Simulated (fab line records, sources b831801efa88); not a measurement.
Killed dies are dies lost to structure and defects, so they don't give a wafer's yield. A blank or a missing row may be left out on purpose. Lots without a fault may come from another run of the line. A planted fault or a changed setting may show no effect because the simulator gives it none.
fab line records | flow sky130
record lots=6 wafers=18 last_day=50
route steps=708 shown VT_ADJUST_LVTN@104 VT_ADJUST_NCORE@119 VT_ADJUST_HVTR@131 VT_ADJUST_PCH@143 PAD_OPEN@708
lots that met no fault: from a run of the same line without faults
start_h: hours from the record's first day to the start of the lot's first wafer shown | wait_h: hours since the lot's step before | " the same as in the row above | L1.1+2: a row that stands for several wafers | - no value, or no start given | * or withheld: withheld | < > ~ a bound
route shown NAME@n: a module of which the file shows steps, and the number in the route of the first | usual: mean/standard deviation of fault-free wafers | same: alike in all rows | chamber/n: place in a boat | sites: the reading at each site | _std_site: their standard deviation | _edge_site: outer sites' mean less inner sites' | radius_mm: how far each site lies from the wafer's centre | mask NAME#n: copy n | behind: the tool/chamber that last shaped the wafer | hold: why the lot was held/for how many hours/how that ended | device: the transistor (n, p or np) that didn't switch | end of line: the same wafers' tests at the end of the route | a step without rows: its recipe alone | killed: dies lost to structure and defects at the first sort, not the wafer's yield | map: a wafer's dies, x killed, . not, _ none there
set.NAME: the setting as run; set.NAME@STEP: as run at that earlier step | model.NAME: the simulator's own value behind a step, which no gauge read
lots at some steps of the route; a table a step, a row a wafer
services: from which hour (start_h, from the record's first day; less than 0 if before it) a tool's chamber was out of use, for how many hours, and why
## steps
# step SKY_VT_ADJUST_LVTN_OVL_MEAS_07
# usual VT_ADJUST_LVTN_OVL=0.9/1.5
# columns lot.wafer tool chamber start_h wait_h VT_ADJUST_LVTN_OVL[nm]
L578.1 overlay-01 - 153.64 - 1.4
L578.2 " - " " 2.0
L578.5 " - " " 1.0
L585.4 overlay-01 - 189.93 - 1.3
L585.5 " - " " 2.2
L585.6 " - " " 2.1
L587.1 overlay-01 - 199.44 - 1.5
L587.2 " - " " -0.3
L587.4 " - " " -1.6
L593.2 overlay-01 - 241.32 - 0.5
L593.4 " - " " -0.1
L593.5 " - " " 1.7
L598.1 overlay-02 - 273.69 - 1.1
L598.3 " - " " 1.3
L598.5 " - " " -0.2
L599.1 overlay-02 - 279.24 - 1.3
L599.3 " - " " -0.3
L599.6 " - " " -1.4
# step SKY_VT_ADJUST_LVTN_IMPLANT_08
# recipe species=B energy_kev=30 dose_cm2=1.57e+12 tilt_deg=withheld
# step SKY_VT_ADJUST_LVTN_STRIP_09
# recipe chemistry=O2/N2 power_w=1400 pressure_mtorr=1500 platen_temp_c=withheld o2_flow_sccm=3000 n2_flow_sccm=300 overash_fraction=0.5
# usual drypump_motor_current_A=5.8/0.34 n2_flow_sccm=300.1/0.86 oes_product_au=0.723/0.0049 strip_time_to_endpoint_s=36.94/0.1
# columns lot.wafer tool chamber start_h wait_h drypump_motor_current_A n2_flow_sccm oes_product_au rf_hours_counter_h strip_time_to_endpoint_s
L578.1 plasma_asher-03 1 153.82 0.1 5.3 300.1 0.706 50 37.06
L578.2 " 0 " " 6.1 301.1 0.732 50 37.09
L578.5 " 1 " " 5.3 300.0 0.731 - 37.05
L585.4 plasma_asher-03 1 190.13 0.1 5.3 300.2 0.715 - 36.86
L585.5 " 1 " " 5.3 301.4 0.718 - 36.93
L585.6 " 0 " " 6.1 299.3 0.722 - 36.85
L587.1 plasma_asher-03 1 199.63 0.1 5.3 301.2 0.718 54 36.79
L587.2 " 0 " " 6.0 300.1 0.726 54 36.88
L587.4 " 1 " " 5.3 302.9 0.726 - 36.85
L593.2 plasma_asher-03 1 241.50 0.1 5.3 300.3 0.730 58 37.00
L593.4 " 1 " " 5.3 299.6 0.728 - 36.91
L593.5 " 1 " " 5.3 300.0 0.726 - 36.88
L598.1 plasma_asher-03 0 273.87 0.1 6.0 299.2 0.726 62 36.94
L598.3 " 0 " " 6.1 301.2 0.718 - 36.91
L598.5 " 1 " " 5.3 300.0 0.719 - 37.03
L599.1 plasma_asher-03 1 279.43 0.1 5.3 298.9 0.716 62 36.88
L599.3 " 0 " " 6.1 299.9 0.726 - 36.93
L599.6 " 0 " " 6.1 301.4 0.723 - 36.97
# step SKY_VT_ADJUST_LVTN_TW_MEAS_10
# usual VT_ADJUST_LVTN_TW=242.1/1.6
# columns lot.wafer tool chamber start_h wait_h VT_ADJUST_LVTN_TW
L578.1 film_metro-03 - 153.92 0.1 242.0
L578.2 " - " " 240.7
L578.5 " - " " 240.6
L585.4 film_metro-03 - 190.23 0.1 244.1
L585.5 " - " " 242.7
L585.6 " - " " 244.6
L587.1 film_metro-01 - 199.73 0.1 242.9
L587.2 " - " " 242.7
L587.4 " - " " 243.0
L593.2 film_metro-03 - 241.61 0.1 242.6
L593.4 " - " " 242.6
L593.5 " - " " 244.0
L598.1 film_metro-03 - 273.97 0.1 241.5
L598.3 " - " " 241.4
L598.5 " - " " 242.1
L599.1 film_metro-03 - 279.53 0.1 241.6
L599.3 " - " " 244.3
L599.6 " - " " 241.8
# step SKY_VT_ADJUST_LVTN_DEHYDRATE_11
# recipe temp_c=200 time_s=60
# step SKY_VT_ADJUST_LVTN_HMDS_12
# recipe prime_time_s=60 prime_temp_c=120
# step SKY_VT_ADJUST_LVTN_COAT_13
# recipe resist=NOVOLAK spin_rpm=3000 resist_thk_nm=1140
# step SKY_VT_ADJUST_LVTN_SOFTBAKE_14
# recipe temp_c=90 time_s=60 resist=NOVOLAK
# step SKY_VT_ADJUST_LVTN_EXPOSE_15
# recipe mask_id=HVN_STD_DERIVED na=0.6 source_shape=conventional sigma_outer=0.6 polarization=unpolarized target_cd_nm=600 dose_mj=163
# step SKY_VT_ADJUST_LVTN_PEB_16
# recipe temp_c=withheld time_s=* resist=NOVOLAK
# step SKY_VT_ADJUST_LVTN_DEVELOP_17
# recipe resist=NOVOLAK developer=TMAH develop_time_s=60 dev_temp_c=23
# step SKY_VT_ADJUST_LVTN_OVL_MEAS_18
# usual VT_ADJUST_LVTN_01_OVL=0.8/1.4
# columns lot.wafer tool chamber start_h wait_h VT_ADJUST_LVTN_01_OVL[nm]
L578.1 overlay-01 - 173.89 0.1 0.0
L578.2 " - " " -0.7
L578.5 " - " " 0.2
L585.4 overlay-02 - 211.46 0.1 -0.7
L585.5 " - " " 2.5
L585.6 " - " " 1.6
L587.1 overlay-02 - 222.39 0.1 0.1
L587.2 " - " " 0.9
L587.4 " - " " 0.8
L593.2 overlay-02 - 264.87 0.1 0.4
L593.4 " - " " -0.1
L593.5 " - " " 0.2
L598.1 overlay-02 - 298.59 0.1 1.7
L598.3 " - " " -0.4
L598.5 " - " " -0.1
L599.1 overlay-02 - 304.69 0.1 2.0
L599.3 " - " " 4.2
L599.6 " - " " 3.0
# step SKY_VT_ADJUST_LVTN_IMPLANT_19
# recipe species=B energy_kev=30 dose_cm2=6.5e+11 tilt_deg=withheld
# usual faraday_current_uA=3.67/0.067
# columns lot.wafer tool chamber start_h wait_h faraday_current_uA
L578.1 implanter-01 0 173.93 0.0 3.66
L578.2 " 0 " " 3.71
L578.5 " 0 " " 3.65
L585.4 implanter-03 0 211.55 0.1 3.66
L585.5 " 0 " " 3.65
L585.6 " 0 " " 3.62
L587.1 implanter-03 0 222.42 0.0 3.64
L587.2 " 0 " " 3.66
L587.4 " 0 " " 3.69
L593.2 implanter-01 0 264.92 0.0 3.63
L593.4 " 0 " " 3.72
L593.5 " 0 " " 3.79
L598.1 implanter-03 0 298.63 0.0 3.68
L598.3 " 0 " " 3.53
L598.5 " 0 " " 3.80
L599.1 implanter-03 0 304.73 0.0 3.51
L599.3 " 0 " " 3.71
L599.6 " 0 " " 3.65
# step SKY_VT_ADJUST_LVTN_STRIP_20
# recipe chemistry=O2/N2 power_w=1400 pressure_mtorr=1500 platen_temp_c=withheld o2_flow_sccm=3000 n2_flow_sccm=300 overash_fraction=0.5
# usual drypump_motor_current_A=5.89/0.29 n2_flow_sccm=299.9/0.94 oes_product_au=0.715/0.0045 strip_time_to_endpoint_s=14.19/0.04
# columns lot.wafer tool chamber start_h wait_h drypump_motor_current_A n2_flow_sccm oes_product_au rf_hours_counter_h strip_time_to_endpoint_s
L578.1 plasma_asher-01 1 174.08 0.1 6.23 297.9 0.709 49 14.13
L578.2 " 0 " " 5.90 300.4 0.713 49 14.17
L578.5 " 0 " " 5.90 300.0 0.722 - 14.16
L585.4 plasma_asher-01 1 211.66 0.1 6.22 299.5 0.712 - 14.18
L585.5 " 0 " " 5.92 298.6 0.716 - 14.13
L585.6 " 1 " " 6.22 300.0 0.713 - 14.18
L587.1 plasma_asher-03 1 222.57 0.1 5.32 298.4 0.711 56 14.21
L587.2 " 0 " " 6.10 300.0 0.718 56 14.23
L587.4 " 1 " " 5.31 298.7 0.719 - 14.23
L593.2 plasma_asher-03 1 265.05 0.1 5.31 298.6 0.714 61 14.19
L593.4 " 0 " " 6.08 298.9 0.722 - 14.16
L593.5 " 1 " " 5.30 299.3 0.721 - 14.15
L598.1 plasma_asher-01 1 298.78 0.1 6.21 298.4 0.709 60 14.23
L598.3 " 1 " " 6.23 299.6 0.710 - 14.21
L598.5 " 1 " " 6.23 302.0 0.718 - 14.21
L599.1 plasma_asher-01 1 304.88 0.1 6.20 300.6 0.727 60 14.20
L599.3 " 0 " " 5.92 299.6 0.714 - 14.20
L599.6 " 1 " " 6.23 299.7 0.715 - 14.18
# step SKY_VT_ADJUST_LVTN_TW_MEAS_21
# usual VT_ADJUST_LVTN_2_TW=187.9/1.5
# columns lot.wafer tool chamber start_h wait_h VT_ADJUST_LVTN_2_TW
L578.1 film_metro-01 - 174.18 0.1 188.8
L578.2 " - " " 189.0
L578.5 " - " " 189.0
L585.4 film_metro-02 - 211.76 0.1 184.5
L585.5 " - " " 184.1
L585.6 " - " " 186.1
L587.1 film_metro-01 - 222.67 0.1 189.0
L587.2 " - " " 189.7
L587.4 " - " " 186.8
L593.2 film_metro-01 - 265.17 0.1 187.0
L593.4 " - " " 186.1
L593.5 " - " " 187.2
L598.1 film_metro-01 - 298.88 0.1 188.6
L598.3 " - " " 188.9
L598.5 " - " " 188.8
L599.1 film_metro-01 - 304.98 0.1 188.6
L599.3 " - " " 188.4
L599.6 " - " " 188.5
# step SKY_VT_ADJUST_NCORE_DEHYDRATE_00
# recipe temp_c=200 time_s=60
# step SKY_VT_ADJUST_NCORE_HMDS_01
# recipe prime_time_s=60 prime_temp_c=120
# step SKY_VT_ADJUST_NCORE_COAT_02
# recipe resist=NOVOLAK spin_rpm=3000 resist_thk_nm=1140
# step SKY_VT_ADJUST_NCORE_SOFTBAKE_03
# recipe temp_c=90 time_s=60 resist=NOVOLAK
# step SKY_VT_ADJUST_NCORE_EXPOSE_04
# recipe mask_id=LVTN_COMPLEMENT_THIN na=0.6 source_shape=conventional sigma_outer=0.6 polarization=unpolarized target_cd_nm=380 dose_mj=139
# step SKY_VT_ADJUST_NCORE_PEB_05
# recipe temp_c=withheld time_s=* resist=NOVOLAK
# step SKY_VT_ADJUST_NCORE_DEVELOP_06
# recipe resist=NOVOLAK developer=TMAH develop_time_s=60 dev_temp_c=23
# step SKY_VT_ADJUST_NCORE_CD_MEAS_07
# recipe target_cd_nm=380
# usual cd_nm=380.5/2.3
# columns lot.wafer tool chamber start_h wait_h cd_nm
L578.1 cd_sem-02 - 195.11 0.1 382.6
L578.2 " - " " 381.2
L578.5 " - " " 380.2
L585.4 cd_sem-01 - 234.85 0.1 383.2
L585.5 " - " " 383.6
L585.6 " - " " 381.1
L587.1 cd_sem-01 - 245.60 0.1 381.6
L587.2 " - " " 381.6
L587.4 " - " " 381.2
L593.2 cd_sem-01 - 289.41 0.1 387.4
L593.4 " - " " 384.2
L593.5 " - " " 384.5
L598.1 cd_sem-01 - 324.66 0.1 378.8
L598.3 " - " " 380.5
L598.5 " - " " 378.6
L599.1 cd_sem-01 - 331.56 0.1 381.5
L599.3 " - " " 379.4
L599.6 " - " " 381.0
# step SKY_VT_ADJUST_NCORE_OVL_MEAS_08
# usual VT_ADJUST_NCORE_OVL=-0.3/1.1
# columns lot.wafer tool chamber start_h wait_h VT_ADJUST_NCORE_OVL[nm]
L578.1 overlay-01 - 195.23 0.1 -1.8
L578.2 " - " " -1.5
L578.5 " - " " -3.0
L585.4 overlay-01 - 234.93 0.1 0.7
L585.5 " - " " -0.4
L585.6 " - " " 0.7
L587.1 overlay-02 - 245.72 0.1 2.1
L587.2 " - " " 0.6
L587.4 " - " " 0.3
L593.2 overlay-01 - 289.52 0.1 0.8
L593.4 " - " " -1.6
L593.5 " - " " 0.2
L598.1 overlay-02 - 324.78 0.1 0.5
L598.3 " - " " 1.9
L598.5 " - " " 2.5
L599.1 overlay-02 - 331.68 0.1 1.7
L599.3 " - " " 0.3
L599.6 " - " " 0.2
# step SKY_VT_ADJUST_NCORE_IMPLANT_09
# recipe species=B energy_kev=10 dose_cm2=2.4e+12 tilt_deg=withheld
# step SKY_VT_ADJUST_NCORE_STRIP_10
# recipe chemistry=O2/N2 power_w=1400 pressure_mtorr=1500 platen_temp_c=withheld o2_flow_sccm=3000 n2_flow_sccm=300 overash_fraction=0.5
# usual drypump_motor_current_A=5.93/0.17 n2_flow_sccm=300.1/0.94 oes_product_au=0.715/0.0046 strip_time_to_endpoint_s=14.18/0.04
# columns lot.wafer tool chamber start_h wait_h drypump_motor_current_A n2_flow_sccm oes_product_au rf_hours_counter_h strip_time_to_endpoint_s
L578.1 plasma_asher-04 0 195.42 0.1 5.75 300.6 0.714 38 14.22
L578.2 " 1 " " 6.06 299.6 0.715 38 14.21
L578.5 " 0 " " 5.77 302.2 0.718 - 14.25
L585.4 plasma_asher-01 1 235.13 0.1 6.24 299.4 0.716 - 14.16
L585.5 " 0 " " 5.92 301.2 0.716 - 14.16
L585.6 " 1 " " 6.21 299.9 0.716 - 14.17
L587.1 plasma_asher-01 1 245.90 0.1 6.24 300.8 0.724 57 14.23
L587.2 " 0 " " 5.93 300.0 0.718 57 14.22
L587.4 " 1 " " 6.22 299.9 0.719 - 14.17
L593.2 plasma_asher-04 0 289.70 0.1 5.74 299.0 0.718 48 14.17
L593.4 " 1 " " 6.07 300.8 0.719 - 14.19
L593.5 " 1 " " 6.08 299.9 0.712 - 14.17
L598.1 plasma_asher-01 0 324.97 0.1 5.93 301.3 0.718 62 14.18
L598.3 " 0 " " 5.92 300.5 0.717 - 14.19
L598.5 " 1 " " 6.21 300.1 0.713 - 14.18
L599.1 plasma_asher-04 0 331.87 0.1 5.77 300.1 0.713 52 14.15
L599.3 " 1 " " 6.07 298.9 0.719 - 14.17
L599.6 " 1 " " 6.05 300.3 0.718 - 14.21
# step SKY_VT_ADJUST_NCORE_TW_MEAS_11
# usual VT_ADJUST_NCORE_TW=218.2/1.5
# columns lot.wafer tool chamber start_h wait_h VT_ADJUST_NCORE_TW
L578.1 film_metro-02 - 195.52 0.1 218.1
L578.2 " - " " 217.2
L578.5 " - " " 217.2
L585.4 film_metro-01 - 235.23 0.1 219.6
L585.5 " - " " 221.9
L585.6 " - " " 221.0
L587.1 film_metro-01 - 246.00 0.1 219.2
L587.2 " - " " 219.1
L587.4 " - " " 221.3
L593.2 film_metro-02 - 289.81 0.1 216.4
L593.4 " - " " 217.3
L593.5 " - " " 215.4
L598.1 film_metro-01 - 325.07 0.1 219.5
L598.3 " - " " 220.8
L598.5 " - " " 221.3
L599.1 film_metro-02 - 331.97 0.1 216.5
L599.3 " - " " 215.7
L599.6 " - " " 216.6
# step SKY_VT_ADJUST_HVTR_DEHYDRATE_00
# recipe temp_c=200 time_s=60
# step SKY_VT_ADJUST_HVTR_HMDS_01
# recipe prime_time_s=60 prime_temp_c=120
# step SKY_VT_ADJUST_HVTR_COAT_02
# recipe resist=NOVOLAK spin_rpm=3000 resist_thk_nm=1140
# step SKY_VT_ADJUST_HVTR_SOFTBAKE_03
# recipe temp_c=90 time_s=60 resist=NOVOLAK
# step SKY_VT_ADJUST_HVTR_EXPOSE_04
# recipe mask_id=HVTRM target_cd_nm=380 na=0.6 source_shape=conventional sigma_outer=0.6 dose_mj=150
# step SKY_VT_ADJUST_HVTR_PEB_05
# recipe temp_c=withheld time_s=* resist=NOVOLAK
# step SKY_VT_ADJUST_HVTR_DEVELOP_06
# recipe develop_time_s=60 dev_temp_c=23
# step SKY_VT_ADJUST_HVTR_CD_MEAS_07
# recipe target_cd_nm=380
# usual cd_nm=379.5/2.6
# columns lot.wafer tool chamber start_h wait_h cd_nm
L578.1 cd_sem-01 - 216.85 0.1 381.2
L578.2 " - " " 382.1
L578.5 " - " " 381.6
L585.4 cd_sem-02 - 258.51 0.1 379.2
L585.5 " - " " 380.4
L585.6 " - " " 380.0
L587.1 cd_sem-02 - 268.40 0.1 377.1
L587.2 " - " " 375.6
L587.4 " - " " 378.4
L593.2 cd_sem-02 - 315.56 0.1 376.2
L593.4 " - " " 374.4
L593.5 " - " " 375.4
L598.1 cd_sem-01 - 351.53 0.1 379.2
L598.3 " - " " 379.5
L598.5 " - " " 376.2
L599.1 cd_sem-01 - 358.73 0.1 377.7
L599.3 " - " " 378.9
L599.6 " - " " 378.6
# step SKY_VT_ADJUST_HVTR_OVL_MEAS_08
# usual VT_ADJUST_HVTR_OVL=0.8/1.5
# columns lot.wafer tool chamber start_h wait_h VT_ADJUST_HVTR_OVL[nm]
L578.1 overlay-01 - 216.97 0.1 1.8
L578.2 " - " " 0.4
L578.5 " - " " 1.0
L585.4 overlay-02 - 258.59 0.1 1.3
L585.5 " - " " 0.8
L585.6 " - " " -0.3
L587.1 overlay-01 - 268.52 0.1 1.1
L587.2 " - " " -0.1
L587.4 " - " " -0.1
L593.2 overlay-02 - 315.67 0.1 2.3
L593.4 " - " " 3.5
L593.5 " - " " 1.7
L598.1 overlay-01 - 351.65 0.1 -0.1
L598.3 " - " " 2.6
L598.5 " - " " 0.3
L599.1 overlay-01 - 358.85 0.1 -1.7
L599.3 " - " " -2.4
L599.6 " - " " -1.5
# step SKY_VT_ADJUST_HVTR_IMPLANT_09
# recipe species=B energy_kev=10 dose_cm2=2.1e+12 tilt_deg=withheld
# step SKY_VT_ADJUST_HVTR_STRIP_10
# recipe chemistry=O2/N2 power_w=1400 pressure_mtorr=1500 platen_temp_c=withheld o2_flow_sccm=3000 n2_flow_sccm=300 overash_fraction=0.5
# usual drypump_motor_current_A=5.81/0.25 n2_flow_sccm=300.0/0.89 oes_product_au=0.716/0.0042 strip_time_to_endpoint_s=14.20/0.039
# columns lot.wafer tool chamber start_h wait_h drypump_motor_current_A n2_flow_sccm oes_product_au rf_hours_counter_h strip_time_to_endpoint_s
L578.1 plasma_asher-03 1 217.15 0.1 5.31 300.8 0.710 56 14.19
L578.2 " 0 " " 6.02 300.6 0.712 56 14.19
L578.5 " 0 " " 6.05 300.2 0.716 - 14.20
L585.4 plasma_asher-03 0 258.79 0.1 6.08 300.6 0.720 - 14.19
L585.5 " 0 " " 6.07 300.8 0.715 - 14.15
L585.6 " 1 " " 5.32 299.9 0.724 - 14.19
L587.1 plasma_asher-02 0 268.70 0.1 5.83 299.1 0.710 13 14.18
L587.2 " 1 " " 5.74 298.3 0.707 13 14.19
L587.4 " 1 " " 5.74 298.1 0.723 - 14.26
L593.2 plasma_asher-02 1 315.85 0.1 5.76 299.5 0.713 18 14.19
L593.4 " 1 " " 5.75 299.0 0.717 - 14.13
L593.5 " 0 " " 5.83 301.1 0.715 - 14.18
L598.1 plasma_asher-04 1 351.84 0.1 6.10 300.3 0.717 54 14.22
L598.3 " 0 " " 5.74 299.1 0.717 - 14.24
L598.5 " 0 " " 5.76 299.7 0.709 - 14.25
L599.1 plasma_asher-02 0 359.04 0.1 5.87 301.1 0.714 22 14.30
L599.3 " 0 " " 5.87 301.2 0.722 - 14.28
L599.6 " 0 " " 5.85 301.7 0.714 - 14.30
# step SKY_VT_ADJUST_HVTR_TW_MEAS_11
# usual VT_ADJUST_HVTR_TW=210.8/1.6
# columns lot.wafer tool chamber start_h wait_h VT_ADJUST_HVTR_TW
L578.1 film_metro-03 - 217.25 0.1 212.4
L578.2 " - " " 212.0
L578.5 " - " " 212.5
L585.4 film_metro-02 - 258.88 0.1 208.0
L585.5 " - " " 208.5
L585.6 " - " " 208.3
L587.1 film_metro-03 - 268.80 0.1 212.3
L587.2 " - " " 211.8
L587.4 " - " " 211.2
L593.2 film_metro-03 - 315.96 0.1 211.0
L593.4 " - " " 209.9
L593.5 " - " " 211.2
L598.1 film_metro-03 - 351.94 0.1 211.8
L598.3 " - " " 210.8
L598.5 " - " " 212.8
L599.1 film_metro-03 - 359.14 0.1 212.0
L599.3 " - " " 211.0
L599.6 " - " " 211.5
# step SKY_VT_ADJUST_PCH_DEHYDRATE_00
# recipe temp_c=200 time_s=60
# step SKY_VT_ADJUST_PCH_HMDS_01
# recipe prime_time_s=60 prime_temp_c=120
# step SKY_VT_ADJUST_PCH_COAT_02
# recipe spin_rpm=2000 resist_thk_nm=3000
# step SKY_PAD_OPEN_PROBE_99
# usual killed_at_M0_to_M3=43/7.3 killed_at_M4_up=3.1/1.7 killed_at_contacts=25/5.3 killed_at_front_end=15/4.3 killed_at_other=0.2/0.54 killed_dies=87/10 killed_open=48/7.6 killed_short=38/6.1
# same gross_dies=492 killed_at_back_side=0
# columns lot.wafer tool chamber start_h wait_h killed_at_M0_to_M3 killed_at_M4_up killed_at_contacts killed_at_front_end killed_at_other killed_dies killed_open killed_short model.etest.nfet_g5v0d10v5.vt_v_range
L578.1 prober-02 - 1088.83 0.1 42 6 28 15 0 91 43 48 0.01227
L578.2 prober-02 - 1088.88 0.1 45 2 23 13 0 83 47 36 0.01336
L578.5 prober-02 - 1089.03 0.2 51 2 17 18 0 88 53 35 0.01204
L585.4 prober-02 - 1127.56 0.2 44 3 29 14 0 90 57 33 0.03046
L585.5 prober-02 - 1127.61 0.2 45 5 25 14 0 89 53 36 0.02254
L585.6 prober-02 - 1127.66 0.2 44 4 20 13 0 81 34 47 0.01378
L587.1 prober-01 - 1135.55 0.1 36 2 32 15 0 85 40 45 0.01127
L587.2 prober-01 - 1135.60 0.1 51 3 25 15 0 94 57 37 0.01731
L587.4 prober-01 - 1135.70 0.2 44 2 29 14 0 89 45 43 0.02163
L593.2 prober-02 - 1171.72 0.1 36 4 22 17 0 79 49 30 0.01437
L593.4 prober-02 - 1171.82 0.2 52 3 21 18 0 94 46 48 0.01922
L593.5 prober-02 - 1171.87 0.2 38 2 29 15 0 84 52 32 0.009179
L598.1 prober-02 - 1187.13 0.1 42 3 20 22 1 88 56 32 0.01944
L598.3 prober-02 - 1187.23 0.2 44 7 20 24 0 95 45 49 0.01796
L598.5 prober-02 - 1187.33 0.2 38 6 22 14 0 80 51 29 0.01474
L599.1 prober-01 - 1192.91 0.1 43 4 31 15 0 93 58 34 0.01141
L599.3 prober-01 - 1193.01 0.2 46 5 22 12 0 85 47 38 0.01408
L599.6 prober-01 - 1193.16 0.2 37 1 29 10 0 77 41 36 0.006721
# killed by level:class
L578.1 CONTACT:geometric_particle:open=11 METAL1:geometric_particle:short=8 VIA1:geometric_particle:open=7 FIELD_ISO:geometric_particle:short=6 LI_CONTACT:geometric_particle:open=6 METAL2:geometric_particle:short=6 LOCAL_INTERCONNECT:geometric_particle:short=5 CONTACT:geometric_particle:short=5
L578.2 CONTACT:geometric_particle:open=9 VIA1:geometric_particle:open=9 VIA3:geometric_particle:open=7 FIELD_ISO:geometric_particle:short=6 VIA2:geometric_particle:open=6 METAL2:geometric_particle:short=6 METAL1:geometric_particle:short=5 POLY_GATE:geometric_particle:open=4
L578.5 VIA1:geometric_particle:open=11 CONTACT:geometric_particle:open=10 VIA2:geometric_particle:open=9 VIA3:geometric_particle:open=8 METAL1:geometric_particle:short=7 METAL2:geometric_particle:short=5 POLY_GATE:geometric_particle:open=4 POLY_GATE:geometric_particle:short=4
L585.4 CONTACT:geometric_particle:open=15 VIA1:geometric_particle:open=11 VIA2:geometric_particle:open=8 POLY_GATE:geometric_particle:open=6 LOCAL_INTERCONNECT:geometric_particle:short=6 VIA3:geometric_particle:open=6 METAL2:geometric_particle:short=5 LI_CONTACT:geometric_particle:open=3
L585.5 VIA1:geometric_particle:open=9 VIA2:geometric_particle:open=9 CONTACT:geometric_particle:open=7 LOCAL_INTERCONNECT:geometric_particle:short=6 VIA1:geometric_particle:short=6 POLY_GATE:geometric_particle:open=5 METAL1:geometric_particle:short=5 VIA3:geometric_particle:open=5
L585.6 VIA1:geometric_particle:open=11 CONTACT:geometric_particle:open=7 VIA1:geometric_particle:short=7 METAL2:geometric_particle:short=7 CONTACT:geometric_particle:short=6 METAL1:geometric_particle:short=6 POLY_GATE:geometric_particle:short=5 LI_CONTACT:geometric_particle:open=4
L587.1 VIA1:geometric_particle:open=12 CONTACT:geometric_particle:short=8 CONTACT:geometric_particle:open=8 METAL2:geometric_particle:short=7 LOCAL_INTERCONNECT:geometric_particle:short=6 LI_CONTACT:geometric_particle:short=5 LI_CONTACT:geometric_particle:open=5 FIELD_ISO:geometric_particle:open=4
L587.2 VIA3:geometric_particle:open=13 VIA1:geometric_particle:open=10 CONTACT:geometric_particle:open=7 METAL2:geometric_particle:short=7 VIA2:geometric_particle:open=7 POLY_GATE:geometric_particle:open=5 LI_CONTACT:geometric_particle:open=5 VIA1:geometric_particle:short=5
L587.4 VIA1:geometric_particle:open=15 LI_CONTACT:geometric_particle:open=12 CONTACT:geometric_particle:short=6 METAL2:geometric_particle:short=5 CONTACT:geometric_particle:open=5 METAL3:geometric_particle:short=5 LOCAL_INTERCONNECT:geometric_particle:short=4 VIA1:geometric_particle:short=4
L593.2 VIA1:geometric_particle:open=11 LI_CONTACT:geometric_particle:open=9 CONTACT:geometric_particle:open=8 POLY_GATE:geometric_particle:short=6 METAL1:geometric_particle:short=6 FIELD_ISO:geometric_particle:open=5 VIA1:geometric_particle:short=4 VIA3:geometric_particle:open=4
L593.4 VIA1:geometric_particle:open=13 METAL1:geometric_particle:short=11 POLY_GATE:geometric_particle:short=8 CONTACT:geometric_particle:open=8 METAL2:geometric_particle:short=8 LI_CONTACT:geometric_particle:open=7 FIELD_ISO:geometric_particle:short=5 VIA1:geometric_particle:short=5
L593.5 CONTACT:geometric_particle:open=11 LI_CONTACT:geometric_particle:open=7 VIA2:geometric_particle:open=7 VIA1:geometric_particle:open=7 VIA1:geometric_particle:short=6 METAL1:geometric_particle:short=6 FIELD_ISO:geometric_particle:open=5 CONTACT:geometric_particle:short=4
L598.1 VIA1:geometric_particle:open=12 FIELD_ISO:geometric_particle:open=10 CONTACT:geometric_particle:open=8 FIELD_ISO:geometric_particle:short=6 LI_CONTACT:geometric_particle:open=5 VIA1:geometric_particle:short=4 METAL1:geometric_particle:short=4 VIA2:geometric_particle:open=4
L598.3 VIA1:geometric_particle:open=16 FIELD_ISO:geometric_particle:short=9 CONTACT:geometric_particle:open=7 METAL1:geometric_particle:short=6 FIELD_ISO:geometric_particle:open=5 LI_CONTACT:geometric_particle:open=5 VIA1:geometric_particle:short=5 CONTACT:geometric_particle:short=4
L598.5 CONTACT:geometric_particle:open=10 FIELD_ISO:geometric_particle:open=8 VIA1:geometric_particle:open=8 VIA3:geometric_particle:open=7 LI_CONTACT:geometric_particle:open=6 METAL2:geometric_particle:short=6 METAL1:geometric_particle:short=6 VIA2:geometric_particle:open=5
L599.1 CONTACT:geometric_particle:open=12 VIA1:geometric_particle:open=11 LI_CONTACT:geometric_particle:open=11 VIA2:geometric_particle:open=7 METAL1:geometric_particle:short=6 POLY_GATE:geometric_particle:open=5 METAL3:geometric_particle:short=5 VIA3:geometric_particle:open=5
L599.3 VIA1:geometric_particle:open=10 CONTACT:geometric_particle:open=8 LI_CONTACT:geometric_particle:open=7 METAL3:geometric_particle:short=6 VIA3:geometric_particle:open=5 POLY_GATE:geometric_particle:open=4 VIA2:geometric_particle:open=4 METAL1:geometric_particle:short=4
L599.6 CONTACT:geometric_particle:open=15 METAL1:geometric_particle:short=7 METAL2:geometric_particle:short=7 VIA1:geometric_particle:open=6 FIELD_ISO:geometric_particle:open=4 LI_CONTACT:geometric_particle:open=4 CONTACT:geometric_particle:short=4 VIA1:geometric_particle:short=4
## services
# columns tool chamber start_h hours kind
implanter-01 - 149.15 3.3 pm
plasma_asher-03 - 162.68 1.5 repair
plasma_asher-02 - 185.82 7.5 repair
plasma_asher-03 - 219.56 2.9 repair
implanter-01 - 230.89 5.0 pm
plasma_asher-01 - 262.75 20.2 repair
implanter-03 - 270.47 3.6 pm
implanter-03 - 293.26 2.1 repair
implanter-03 - 312.08 1.9 repair
plasma_asher-03 - 315.93 0.6 repair
## key
first_sign none at tools or gauges
model_effect step=SKY_PAD_OPEN_PROBE_99 value=etest.nfet_g5v0d10v5.vt_v_range without=0.0146 struck=0.02488
met_at SKY_VT_ADJUST_LVTN_IMPLANT_19
struck_wafers L585.4,L585.5,L587.4
tester_left_out L585,L587
fault kind=process_parameter_drift tool=implanter-03 chamber=- onset_h=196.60 steps=SKY_VT_ADJUST_LVTN_IMPLANT_19 channel=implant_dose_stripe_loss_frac offset=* shape=step end_h=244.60 scope=struck_wafers_only
# tester_left_out: of these lots the tester's yield and bins aren't shown, on N5 and GAA mostly nor the transistor test; their killed dies are dies lost to structure and defects alone, not to doping, threshold or leakage, so they don't give the yield
